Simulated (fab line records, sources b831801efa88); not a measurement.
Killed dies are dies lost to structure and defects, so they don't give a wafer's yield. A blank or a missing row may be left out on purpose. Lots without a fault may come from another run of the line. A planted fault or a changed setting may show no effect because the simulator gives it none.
A struck lot beside a sound one | flow sky130 | 18 steps out of a route of 708
Sound: wafers L781.2, L781.3, L781.5. Struck: wafers L797.1, L797.3, L797.5. The cause comes at the end.
At each step with rows: each side's tool, then ch and its chambers, then its first start. Under that, the readings that differ: sound wafers | struck wafers | difference of the means | sigmas: that difference in standard deviations of wafers without a fault.
alike: readings whose means differ by less than 2 such deviations, and words and numbers that are the same on both sides. not compared: withheld readings, readings that some wafer has no value for, bounds like >300 that may hide the same value, and numbers for which the record gives no deviation and whose values overlap.
The two part at a step that has a row with sigmas, a row that says differs or no value, or rows on one side only. Numbers that don't overlap but have no deviation are shown without sigmas and don't part them. A reading that every wafer of one side lacks parts them only if that side has two wafers or more.

first, 3 steps without rows for these wafers: SKY_SONOS_ONO_WET_ETCH_18 (etches Si3N4 in H3PO4, target depth 15 nm, time 172 s); SKY_GATE_OXIDE_CLEAN_00 (cleans in SC1/SC2, time 150 s); SKY_GATE_OXIDE_OXIDATION_01 (stabilise 600 s, purge 300 s, target thk 10.268 nm).
SKY_GATE_OXIDE_THK_MEAS_02:
  sound on film_metro-03, day 13 18:21; struck on film_metro-01, day 19 11:46
  alike: GATE_OXIDE_OXIDATION_00_THK
then, 7 steps without rows for these wafers: SKY_GATE_OXIDE_DEHYDRATE_03 (time 60 s); SKY_GATE_OXIDE_HMDS_04 (prime time 60 s); SKY_GATE_OXIDE_COAT_05 (resist thk 1140 nm); SKY_GATE_OXIDE_SOFTBAKE_06 (time 60 s); SKY_GATE_OXIDE_EXPOSE_07 (exposes mask LVOM, target cd 600 nm); SKY_GATE_OXIDE_PEB_08; SKY_GATE_OXIDE_DEVELOP_09 (develop time 60 s).
SKY_GATE_OXIDE_OVL_MEAS_10:
  sound on overlay-02, day 14 19:02; struck on overlay-02, day 20 18:00
  alike: GATE_OXIDE_OVL
SKY_GATE_OXIDE_IMPLANT_11:
  sound on implanter-04 ch 0, day 14 19:05; struck on implanter-01 ch 0, day 20 18:02
  reading                   | sound              | struck               | difference | sigmas
  beam_energy_keV           | 9.997 9.996 10.003 | 11.535 11.536 11.535 | +1.537     | +99 or more
  model.implant.rp_nm (nm)  | 33.9 33.9 33.9     | 38.21 38.21 38.21    | +4.31      |
  model.implant.drp_nm (nm) | 17.11 17.11 17.11  | 18.95 18.95 18.95    | +1.84      |
  alike: dose_ions_cm2
then, 1 step without rows for these wafers: SKY_GATE_OXIDE_WET_ETCH_12 (etches SiO2 in dHF, target depth 16.8 nm, time 336 s).
SKY_GATE_OXIDE_STRIP_13: strips in O2/N2.
  sound on plasma_asher-04 ch 0,1, day 14 19:19; struck on plasma_asher-01 ch 0,1, day 20 18:17
  alike: drypump_motor_current_A, oes_product_au, strip_time_to_endpoint_s
  not compared: rf_hours_counter_h
SKY_GATE_OXIDE_TW_MEAS_14:
  sound on film_metro-02, day 14 19:26; struck on film_metro-01, day 20 18:23
  alike: GATE_OXIDE_TW
then, 1 step without rows for these wafers: SKY_GATE_OXIDE_CLEAN_15 (cleans in SC1/SC2, time 150 s).
-- the record jumps here: 29 days lie between the struck wafers' starts before and after (it left off in module GATE_OXIDE and takes up again in module PAD_OPEN, whose first step shown is number 708 of the route) --
SKY_PAD_OPEN_PROBE_99:
  sound on prober-01, day 46 13:02; struck on prober-01, day 50 05:26
  reading                                  | sound                   | struck                  | difference | sigmas
  model.etest.pfet_01v8_lvt.off_log10_a_um | -8.834 -8.958 -8.819    | -8.24 -8.205 -8.382     | +0.59      |
  model.etest.pfet_01v8_lvt.vt_sat_v (V)   | -0.4356 -0.4359 -0.4373 | -0.406 -0.4116 -0.4108  | +0.027     |
  model.etest.pfet_01v8_lvt.vt_v (V)       | -0.5293 -0.5276 -0.5284 | -0.5112 -0.5179 -0.5151 | +0.0137    |
  model.etest.pfet_01v8_lvt.vt_long_v (V)  | -0.6491 -0.6486 -0.6464 | -0.6363 -0.6393 -0.6417 | +0.0089    |
  model.etest.pfet_01v8_hvt.vt_long_v (V)  | -1.112 -1.116 -1.112    | -1.12 -1.118 -1.12      | -0.01      |
  model.etest.pfet_01v8.vt_long_v (V)      | -1.06 -1.061 -1.06      | -1.056 -1.055 -1.059    | +0.004     |
  model.etest.pfet_01v8_hvt.vt_v (V)       | -0.8922 -0.8985 -0.8967 | -0.8852 -0.8912 -0.8837 | +0.0091    |
  model.etest.nfet_01v8_lvt.vt_long_v (V)  | 0.4375 0.4436 0.4403    | 0.4286 0.4229 0.4258    | -0.0147    |
  alike: killed_at_M0_to_M3, killed_at_M4_up, killed_at_contacts, killed_at_front_end, killed_at_other, killed_dies, killed_open, killed_short

WHERE THEY PART
Only at SKY_GATE_OXIDE_IMPLANT_11, within this record. Later steps at which nothing parts them and some readings are alike: SKY_GATE_OXIDE_STRIP_13, SKY_GATE_OXIDE_TW_MEAS_14, SKY_PAD_OPEN_PROBE_99.

WHY: what the simulator had put in
Process parameter drift: implanter-01, from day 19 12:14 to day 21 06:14, at SKY_GATE_OXIDE_IMPLANT_11. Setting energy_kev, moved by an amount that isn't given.
